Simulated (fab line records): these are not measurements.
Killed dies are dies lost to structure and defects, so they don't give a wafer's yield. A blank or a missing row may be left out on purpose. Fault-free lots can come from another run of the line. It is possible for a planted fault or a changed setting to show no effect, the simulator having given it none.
Code-filled problem report in 8D (eight disciplines) form + flow sky130 + the parts of the form that need people (team, actions taken, sign-off) are left out

## 1. THE ISSUE
Wafers without a fault read 1200 W, standard deviation 3.4; bias_w at SKY_CONTACT_ETCH_17 reads a mean of 1339 W on 6 wafers belonging to 2 lots. Relative to the usual mean, that is a shift of +41 standard deviations.
The step: etches SiO2 in C4F8/O2/Ar, stops on Si3N4, target depth 340 nm.
The first sign was on wafer L628.1 at day 34 20:08, on rie_diel-02. The record holds 18 wafers of 6 lots with a number at this step. The rule behind "out" and "out of limits": a value lying over 4 standard deviations away from the usual mean. All remaining wafers that have a number are taken as sound.

## 2. WHAT IT IS, WHAT IT ISN'T
| question                    | is                     | is not                                                                   |
|-----------------------------|------------------------|--------------------------------------------------------------------------|
| which readings at this step | bias_w                 | oes_product_au                                                           |
| which lots                  | L628, L631             | L622, L624, L639, L640                                                   |
| which wafers of those lots  | all that have a number | -                                                                        |
| read on which tools         | rie_diel-02            | rie_diel-01, rie_diel-04                                                 |
| when                        | from day 34 20:08      | up to then (6 sound wafers); but 6 sound wafers of L639, L640 came after |

## 3. SUSPECTS, AND WHAT RULES EACH OUT
Counting: a tool at any process step up to the reading remains a suspect when it ran all the lots that are out and ran no sound lot after the first of those.
- rie_diel-02 at SKY_CONTACT_ETCH_16 (etches BARC in N2/H2, stops on SiO2, time 45.9 s, target depth 60 nm): ruled out as a lasting fault. Sound lots L640 ran on it after its first lot that is out, L628 (day 34 20:05).
- rie_diel-02 at SKY_CONTACT_ETCH_17 (etches SiO2 in C4F8/O2/Ar, stops on Si3N4, target depth 340 nm): ruled out as a lasting fault. Sound lots L640 ran on it after its first lot that is out, L628 (day 34 20:08).
Left after counting: nothing in the record.

## 4. THE CAUSE (what the simulator had put in)
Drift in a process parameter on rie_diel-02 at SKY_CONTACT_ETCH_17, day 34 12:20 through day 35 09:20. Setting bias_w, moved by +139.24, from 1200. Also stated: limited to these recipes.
Counting ruled it out, wrongly.

## 5. SEQUENCE OF EFFECTS, ordered by route
Rows list readings where the struck wafers' mean (over those with a number) sits beyond 3 standard deviations from the usual. Readings are gone through only where the record gives a usual standard deviation; hours: the median, over the lots, of the time from a lot's start at the first step in this table giving one to that lot's start at this step; sigmas: the change measured in usual standard deviations.
| hours | step                | reading | usual  | on struck wafers | change | sigmas |
|-------|---------------------|---------|--------|------------------|--------|--------|
| 0     | SKY_CONTACT_ETCH_17 | bias_w  | 1200 W | 1339             | +139   | +41    |
Its process steps:
- SKY_CONTACT_ETCH_17: etches SiO2 in C4F8/O2/Ar, stops on Si3N4, target depth 340 nm.

## 6. HOW IT WOULD HAVE BEEN CAUGHT EARLIER
First out-of-limits reading in this record: day 34 20:08, which is 8 hours after fault onset at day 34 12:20.
